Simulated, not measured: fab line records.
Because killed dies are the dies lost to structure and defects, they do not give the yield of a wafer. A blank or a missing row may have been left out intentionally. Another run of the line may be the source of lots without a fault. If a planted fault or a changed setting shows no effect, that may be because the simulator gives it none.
Which tool is to blame? / flow gf180mcu / 36 wafers from 12 lots sampled at 5 of the route's 602 steps

## WHAT THE GAUGES READ, wafer by wafer
GF_TOP_METAL_RS_MEAS_05: measurement is done with a four-point probe.
lot=L075; measured=day 27 14:57; on=filmMetro-02; TOP_METAL_ALCU_RS (ohm/sq)=0.0328 0.0331 0.0336
lot=L077; measured=day 28 08:52; on=filmMetro-02; TOP_METAL_ALCU_RS (ohm/sq)=0.0328 0.0329 0.0327
lot=L079; measured=day 28 21:47; on=filmMetro-02; TOP_METAL_ALCU_RS (ohm/sq)=0.0328 0.0332 0.0332
lot=L081; measured=day 29 22:49; on=filmMetro-03; TOP_METAL_ALCU_RS (ohm/sq)=0.0329 0.0327 0.0335
lot=L083; measured=day 30 06:43; on=filmMetro-02; TOP_METAL_ALCU_RS (ohm/sq)=0.0326 0.0332 0.0331
lot=L085; measured=day 30 17:27; on=filmMetro-01; TOP_METAL_ALCU_RS (ohm/sq)=0.0332 0.0338 0.0326
lot=L087; measured=day 31 09:34; on=filmMetro-02; TOP_METAL_ALCU_RS (ohm/sq)=0.0322 0.0332 0.0328
lot=L089; measured=day 31 21:29; on=filmMetro-01; TOP_METAL_ALCU_RS (ohm/sq)=0.0326 0.0328 0.0325
lot=L091; measured=day 32 10:34; on=filmMetro-03; TOP_METAL_ALCU_RS (ohm/sq)=0.0319 0.0322 0.0321
lot=L093; measured=day 32 19:43; on=filmMetro-03; TOP_METAL_ALCU_RS (ohm/sq)=0.0322 0.0329 0.0323
lot=L095; measured=day 33 07:08; on=filmMetro-03; TOP_METAL_ALCU_RS (ohm/sq)=0.0326 0.0324 0.0326
lot=L097; measured=day 33 18:20; on=filmMetro-03; TOP_METAL_ALCU_RS (ohm/sq)=0.0328 0.0324 0.0325

## TOOL THAT RAN EACH LOT (tool first, then ch and the chambers of the sampled wafers, then the start)
lot=L075; GF_V4_SPUTTER_21=pvdSputter-04, day 24 19:40; GF_V5_STRIP_18=plasmaAsher-02 ch 0,1, day 27 13:28; GF_TOP_METAL_SPUTTER_00=pvdSputter-02, day 27 14:44; GF_TOP_METAL_SPUTTER_03=pvdSputter-02, day 27 14:54
lot=L077; GF_V4_SPUTTER_21=pvdSputter-03, day 25 15:05; GF_V5_STRIP_18=plasmaAsher-03 ch 0, day 28 07:25; GF_TOP_METAL_SPUTTER_00=pvdSputter-01, day 28 08:39; GF_TOP_METAL_SPUTTER_03=pvdSputter-01, day 28 08:49
lot=L079; GF_V4_SPUTTER_21=pvdSputter-03, day 26 05:33; GF_V5_STRIP_18=plasmaAsher-01 ch 1, day 28 20:19; GF_TOP_METAL_SPUTTER_00=pvdSputter-01, day 28 21:34; GF_TOP_METAL_SPUTTER_03=pvdSputter-01, day 28 21:44
lot=L081; GF_V4_SPUTTER_21=pvdSputter-04, day 27 07:50; GF_V5_STRIP_18=plasmaAsher-03 ch 0,1, day 29 21:19; GF_TOP_METAL_SPUTTER_00=pvdSputter-02, day 29 22:35; GF_TOP_METAL_SPUTTER_03=pvdSputter-02, day 29 22:45
lot=L083; GF_V4_SPUTTER_21=pvdSputter-03, day 27 15:52; GF_V5_STRIP_18=plasmaAsher-02 ch 0,1, day 30 05:13; GF_TOP_METAL_SPUTTER_00=pvdSputter-01, day 30 06:29; GF_TOP_METAL_SPUTTER_03=pvdSputter-01, day 30 06:40
lot=L085; GF_V4_SPUTTER_21=pvdSputter-03, day 28 03:08; GF_V5_STRIP_18=plasmaAsher-02 ch 0,1, day 30 15:59; GF_TOP_METAL_SPUTTER_00=pvdSputter-02, day 30 17:12; GF_TOP_METAL_SPUTTER_03=pvdSputter-02, day 30 17:23
lot=L087; GF_V4_SPUTTER_21=pvdSputter-02, day 28 21:08; GF_V5_STRIP_18=plasmaAsher-03 ch 0,1, day 31 08:07; GF_TOP_METAL_SPUTTER_00=pvdSputter-03, day 31 09:20; GF_TOP_METAL_SPUTTER_03=pvdSputter-03, day 31 09:31
lot=L089; GF_V4_SPUTTER_21=pvdSputter-02, day 29 10:47; GF_V5_STRIP_18=plasmaAsher-03 ch 0,1, day 31 20:01; GF_TOP_METAL_SPUTTER_00=pvdSputter-03, day 31 21:12; GF_TOP_METAL_SPUTTER_03=pvdSputter-03, day 31 21:23
lot=L091; GF_V4_SPUTTER_21=pvdSputter-02, day 30 00:07; GF_V5_STRIP_18=plasmaAsher-02 ch 0,1, day 32 09:07; GF_TOP_METAL_SPUTTER_00=pvdSputter-01, day 32 10:20; GF_TOP_METAL_SPUTTER_03=pvdSputter-01, day 32 10:31
lot=L093; GF_V4_SPUTTER_21=pvdSputter-04, day 30 10:55; GF_V5_STRIP_18=plasmaAsher-01 ch 0,1, day 32 18:16; GF_TOP_METAL_SPUTTER_00=pvdSputter-02, day 32 19:29; GF_TOP_METAL_SPUTTER_03=pvdSputter-02, day 32 19:40
lot=L095; GF_V4_SPUTTER_21=pvdSputter-03, day 31 00:37; GF_V5_STRIP_18=plasmaAsher-02 ch 0,1, day 33 05:40; GF_TOP_METAL_SPUTTER_00=pvdSputter-03, day 33 06:55; GF_TOP_METAL_SPUTTER_03=pvdSputter-03, day 33 07:05
lot=L097; GF_V4_SPUTTER_21=pvdSputter-03, day 31 12:22; GF_V5_STRIP_18=plasmaAsher-01 ch 0,1, day 33 16:52; GF_TOP_METAL_SPUTTER_00=pvdSputter-03, day 33 18:06; GF_TOP_METAL_SPUTTER_03=pvdSputter-03, day 33 18:16
- GF_V4_SPUTTER_21: material Ti, target thk 15 nm, time 80.02 s.
- GF_V5_STRIP_18: strips in O2/N2.
- GF_TOP_METAL_SPUTTER_00: material Ti, target thk 37.5 nm, time 150 s.
- GF_TOP_METAL_SPUTTER_03: material Ti, target thk 5 nm, time 3.3 s.

## THE ANSWER, worked out from the rows above alone
Rule: the usual values come from the lots themselves. Put in order of their means at a reading, lots are off if they are a third of the lots or fewer, leave a main group of 4 or more, and stand apart from it by a gap of 3 or more times the standard deviation of the main group's means; of several such gaps the widest counts. A main group whose means are all the same, to the digits that the tables above print for the reading, isn't used. A lot without any number at a reading at which 4 lots or more have one is off too. All remaining lots with rows at the step are treated as sound.
Nothing can be told from this: no lot is off at any reading shown.

## WHAT THE SIMULATOR PUT IN
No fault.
